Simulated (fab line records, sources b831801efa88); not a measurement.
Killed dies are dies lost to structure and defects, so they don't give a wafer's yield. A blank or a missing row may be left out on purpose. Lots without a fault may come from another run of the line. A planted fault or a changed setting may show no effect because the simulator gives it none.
A sampling plan put to the test | flow sky130 | one fab line, 25 faults that these records tell of, each judged on the records of the lots that it struck
The plan is the line's own looks: the steps of the route at which a gauge or an inspection reads the wafer and doesn't change it. A look can be judged if struck wafers have a number there and the file gives its usual mean and standard deviation on fault-free wafers. Caught: at a look after the fault's first step, the mean of the struck wafers lies 4 or more of those standard deviations (sigma) from the usual mean. On the tool: the same test on the tool's own readings at the fault's steps. Another recipe on the struck wafers, or a record that is blank for them alone, also counts as caught.

THE FAULTS, as the simulator had put them in
1. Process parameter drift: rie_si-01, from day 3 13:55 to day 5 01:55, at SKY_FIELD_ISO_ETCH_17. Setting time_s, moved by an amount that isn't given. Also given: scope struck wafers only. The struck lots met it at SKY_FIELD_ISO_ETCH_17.
2. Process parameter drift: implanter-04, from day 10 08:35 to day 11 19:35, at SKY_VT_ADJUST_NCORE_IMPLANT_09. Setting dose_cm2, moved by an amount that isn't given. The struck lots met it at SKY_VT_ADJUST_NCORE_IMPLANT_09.
3. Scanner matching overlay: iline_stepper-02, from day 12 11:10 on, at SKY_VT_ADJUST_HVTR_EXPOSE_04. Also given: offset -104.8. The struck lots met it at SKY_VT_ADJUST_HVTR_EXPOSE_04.
4. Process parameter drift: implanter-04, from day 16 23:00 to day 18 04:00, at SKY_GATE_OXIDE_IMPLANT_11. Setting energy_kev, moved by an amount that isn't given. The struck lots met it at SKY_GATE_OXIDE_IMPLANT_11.
5. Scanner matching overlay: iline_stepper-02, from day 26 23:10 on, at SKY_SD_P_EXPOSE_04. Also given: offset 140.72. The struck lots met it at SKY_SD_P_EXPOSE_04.
6. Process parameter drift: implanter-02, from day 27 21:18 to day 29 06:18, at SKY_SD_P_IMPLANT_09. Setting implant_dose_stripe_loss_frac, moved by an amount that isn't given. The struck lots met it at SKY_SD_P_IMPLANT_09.
7. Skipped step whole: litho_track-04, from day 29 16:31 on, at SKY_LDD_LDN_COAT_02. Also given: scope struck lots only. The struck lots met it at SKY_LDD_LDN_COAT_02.
8. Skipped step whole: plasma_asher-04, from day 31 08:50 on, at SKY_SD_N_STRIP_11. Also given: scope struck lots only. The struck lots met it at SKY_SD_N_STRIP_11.
9. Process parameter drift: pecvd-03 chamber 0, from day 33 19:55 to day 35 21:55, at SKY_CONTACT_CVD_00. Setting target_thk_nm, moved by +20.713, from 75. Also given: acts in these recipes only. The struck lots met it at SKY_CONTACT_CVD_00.
10. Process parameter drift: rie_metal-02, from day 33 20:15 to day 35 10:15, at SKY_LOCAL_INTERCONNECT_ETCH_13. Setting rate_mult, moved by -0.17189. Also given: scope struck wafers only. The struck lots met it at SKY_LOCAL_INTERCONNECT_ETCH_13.
11. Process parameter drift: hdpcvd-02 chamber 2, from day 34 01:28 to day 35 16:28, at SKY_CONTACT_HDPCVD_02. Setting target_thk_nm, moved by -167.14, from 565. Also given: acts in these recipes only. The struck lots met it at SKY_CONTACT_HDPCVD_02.
12. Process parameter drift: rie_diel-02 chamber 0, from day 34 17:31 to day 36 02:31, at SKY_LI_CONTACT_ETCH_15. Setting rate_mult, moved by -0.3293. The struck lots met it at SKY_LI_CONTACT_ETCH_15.
13. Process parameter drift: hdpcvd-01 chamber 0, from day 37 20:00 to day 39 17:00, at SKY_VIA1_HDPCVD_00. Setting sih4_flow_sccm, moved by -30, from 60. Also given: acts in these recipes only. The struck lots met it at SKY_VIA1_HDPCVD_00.
14. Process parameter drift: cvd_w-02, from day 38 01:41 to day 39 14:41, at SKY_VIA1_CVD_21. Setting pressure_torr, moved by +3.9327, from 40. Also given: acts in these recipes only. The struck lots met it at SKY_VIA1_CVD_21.
15. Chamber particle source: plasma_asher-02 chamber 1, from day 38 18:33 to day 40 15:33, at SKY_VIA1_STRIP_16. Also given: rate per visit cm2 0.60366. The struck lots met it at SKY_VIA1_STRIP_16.
16. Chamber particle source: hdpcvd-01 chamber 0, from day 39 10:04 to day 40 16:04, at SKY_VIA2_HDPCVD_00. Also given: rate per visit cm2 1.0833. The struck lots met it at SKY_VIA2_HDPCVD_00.
17. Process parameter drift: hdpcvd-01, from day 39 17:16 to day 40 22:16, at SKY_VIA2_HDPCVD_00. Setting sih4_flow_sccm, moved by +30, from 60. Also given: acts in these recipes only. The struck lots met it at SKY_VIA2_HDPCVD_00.
18. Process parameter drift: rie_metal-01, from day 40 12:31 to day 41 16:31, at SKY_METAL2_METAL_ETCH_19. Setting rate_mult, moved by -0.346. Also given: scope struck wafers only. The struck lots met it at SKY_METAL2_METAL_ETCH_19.
19. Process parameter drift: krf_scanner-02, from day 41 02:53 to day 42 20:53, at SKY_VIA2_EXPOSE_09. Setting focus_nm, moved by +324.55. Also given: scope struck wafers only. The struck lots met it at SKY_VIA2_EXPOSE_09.
20. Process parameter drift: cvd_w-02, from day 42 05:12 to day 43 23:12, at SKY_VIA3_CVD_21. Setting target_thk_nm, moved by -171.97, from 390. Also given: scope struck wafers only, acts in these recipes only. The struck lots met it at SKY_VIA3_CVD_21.
21. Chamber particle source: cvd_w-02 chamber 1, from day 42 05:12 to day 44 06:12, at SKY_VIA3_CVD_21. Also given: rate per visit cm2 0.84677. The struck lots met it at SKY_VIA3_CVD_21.
22. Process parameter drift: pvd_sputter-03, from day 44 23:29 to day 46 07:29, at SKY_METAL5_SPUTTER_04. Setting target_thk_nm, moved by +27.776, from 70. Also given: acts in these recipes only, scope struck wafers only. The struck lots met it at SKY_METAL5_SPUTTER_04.
23. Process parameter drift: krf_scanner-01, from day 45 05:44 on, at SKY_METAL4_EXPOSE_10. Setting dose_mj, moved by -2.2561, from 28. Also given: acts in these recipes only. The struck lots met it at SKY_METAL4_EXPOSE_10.
24. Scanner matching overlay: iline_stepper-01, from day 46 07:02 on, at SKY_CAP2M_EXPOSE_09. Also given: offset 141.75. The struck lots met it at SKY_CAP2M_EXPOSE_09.
25. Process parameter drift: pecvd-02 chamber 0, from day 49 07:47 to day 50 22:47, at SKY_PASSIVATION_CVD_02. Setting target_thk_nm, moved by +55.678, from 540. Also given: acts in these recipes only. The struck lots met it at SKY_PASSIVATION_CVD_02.

WHAT THE PLAN SAW
fault | on the tool itself                               | first look that catches it                      | reading, sigma                                  | median hours from its first step to that look | hours from the fault's start to the first struck lot there | judged looks passed uncaught
1     | run_length_s -23 sigma                           | no look after it can be judged                  | -                                               | -                                             | -                                                          | 0
2     | dose_ions_cm2 -99 or beyond sigma                | SKY_VT_ADJUST_NCORE_TW_MEAS_11                  | VT_ADJUST_NCORE_TW -62                          | 0.2                                           | 13                                                         | 0
3     | no reading that can be judged                    | SKY_VT_ADJUST_HVTR_OVL_MEAS_08                  | VT_ADJUST_HVTR_OVL -74                          | 13.1                                          | 23                                                         | 1
4     | beam_energy_keV +99 or beyond sigma              | SKY_GATE_OXIDE_TW_MEAS_14                       | GATE_OXIDE_TW +4.4                              | 0.4                                           | 16                                                         | 0
5     | no reading that can be judged                    | SKY_SD_P_OVL_MEAS_08                            | SD_P_OVL +99 or beyond                          | 14.2                                          | 18                                                         | 0
6     | under 2 sigma                                    | not the one look that can be judged after it    | strongest: SD_P_RS at SKY_SD_N_RS_MEAS_17, +2.6 | -                                             | -                                                          | 1
7     | the tool's record is blank for the struck wafers | SKY_RES_XHIGH_TW_MEAS_09                        | RES_XHIGH_TW +22                                | 99.8                                          | 102                                                        | 0
8     | the tool's record is blank for the struck wafers | none of the 2 looks that can be judged after it | -                                               | -                                             | -                                                          | 2
9     | under 2 sigma                                    | SKY_CONTACT_THK_MEAS_01                         | CONTACT_CVD_00_THK +23                          | 0.1                                           | 5                                                          | 0
10    | under 2 sigma                                    | not the one look that can be judged after it    | -                                               | -                                             | -                                                          | 1
11    | no reading that can be judged                    | SKY_CONTACT_THK_MEAS_03                         | CONTACT_HDPCVD_THK -26                          | 0.1                                           | 25                                                         | 0
12    | oes_product_au -10 sigma                         | no look after it can be judged                  | -                                               | -                                             | -                                                          | 0
13    | sih4_flow_sccm -99 or beyond sigma               | SKY_VIA1_THK_MEAS_01                            | VIA1_HDPCVD_THK -42                             | 0.1                                           | 8                                                          | 0
14    | chamber_pressure_Torr +45 sigma                  | SKY_VIA1_RS_MEAS_22                             | VIA1_W_RS -4.5                                  | 0.1                                           | 12                                                         | 0
15    | under 2 sigma                                    | no look after it can be judged                  | -                                               | -                                             | -                                                          | 0
16    | no reading that can be judged                    | no look after it can be judged                  | -                                               | -                                             | -                                                          | 0
17    | sih4_flow_sccm +99 or beyond sigma               | SKY_VIA2_THK_MEAS_01                            | VIA2_HDPCVD_THK +54                             | 0.1                                           | 1                                                          | 0
18    | oes_product_au -13 sigma                         | no look after it can be judged                  | -                                               | -                                             | -                                                          | 0
19    | no reading that can be judged                    | SKY_VIA2_CD_MEAS_12                             | cd_nm -17                                       | 11.9                                          | 17                                                         | 0
20    | under 2 sigma                                    | SKY_VIA3_RS_MEAS_22                             | VIA3_W_RS +64                                   | 0.1                                           | 3                                                          | 0
21    | under 2 sigma                                    | not the one look that can be judged after it    | -                                               | -                                             | -                                                          | 1
22    | under 2 sigma                                    | SKY_METAL5_THK_MEAS_06                          | METAL5_ALCU_THK -6.7                            | 0.2                                           | 20                                                         | 1
23    | exposure_dose_mJ_cm2 -70 sigma                   | SKY_METAL4_CD_MEAS_13                           | cd_nm +7.6                                      | 11.1                                          | 15                                                         | 0
24    | under 2 sigma                                    | SKY_CAP2M_OVL_MEAS_12                           | CAP2M_OVL +99 or beyond                         | 10.1                                          | 30                                                         | 0
25    | under 2 sigma                                    | SKY_PASSIVATION_THK_MEAS_03                     | PASSIVATION_CVD_02_THK +7.0                     | 0.2                                           | 7                                                          | 0
A dash: the fault isn't caught, or these records don't give the number.

Caught at a look: 16 of 25. Caught on the tool: 11 of 25. By one or the other: 20 of 25.
Caught on the tool alone: faults 1, 8, 12, 18.
Caught at a look alone: faults 3, 5, 9, 11, 19, 20, 22, 24, 25.
Caught by neither: faults 6, 10, 15, 16, 21.

THINNER SAMPLING
If the look that catches a fault measured only every second or every third lot, by lot number, the first struck lot would be measured this late in the worst case:
fault | struck lots at that look, in order of time | every lot | every second lot | every third lot
2     | L750, L753                                 | 13 h      | 34 h             | may miss all 2
3     | L137, L139, L140                           | 23 h      | 44 h             | may miss all 3
4     | L641, L642                                 | 16 h      | 22 h             | may miss all 2
5     | L182, L183                                 | 18 h      | 26 h             | may miss all 2
7     | L571, L572                                 | 102 h     | 108 h            | may miss all 2
9     | L692, L693                                 | 5 h       | 7 h              | may miss all 2
11    | L371                                       | 25 h      | may miss it      | may miss it
13    | L214                                       | 8 h       | may miss it      | may miss it
14    | L915, L916                                 | 12 h      | 14 h             | may miss all 2
17    | L749, L751                                 | 1 h       | may miss all 2   | may miss all 2
19    | L452, L453                                 | 17 h      | 28 h             | may miss all 2
20    | L459, L461                                 | 3 h       | may miss all 2   | may miss all 2
22    | L508, L510                                 | 20 h      | may miss all 2   | may miss all 2
23    | L840, L841, L844, L845                     | 15 h      | 18 h             | 39 h
24    | L810, L811                                 | 30 h      | 36 h             | may miss all 2
25    | L938, L939                                 | 7 h       | 12 h             | may miss all 2
Hours are from the fault's start to the first struck lot that is measured. The limit of 4 sigma was tested on all struck wafers together, so one lot alone may lie under it. Other struck lots may not be in these records.

THE LONGEST TIMED WAY FROM STEP TO LOOK
Fault 7: a median of 99.8 hours passes between SKY_LDD_LDN_COAT_02 and SKY_RES_XHIGH_TW_MEAS_09. No look between them can be judged.
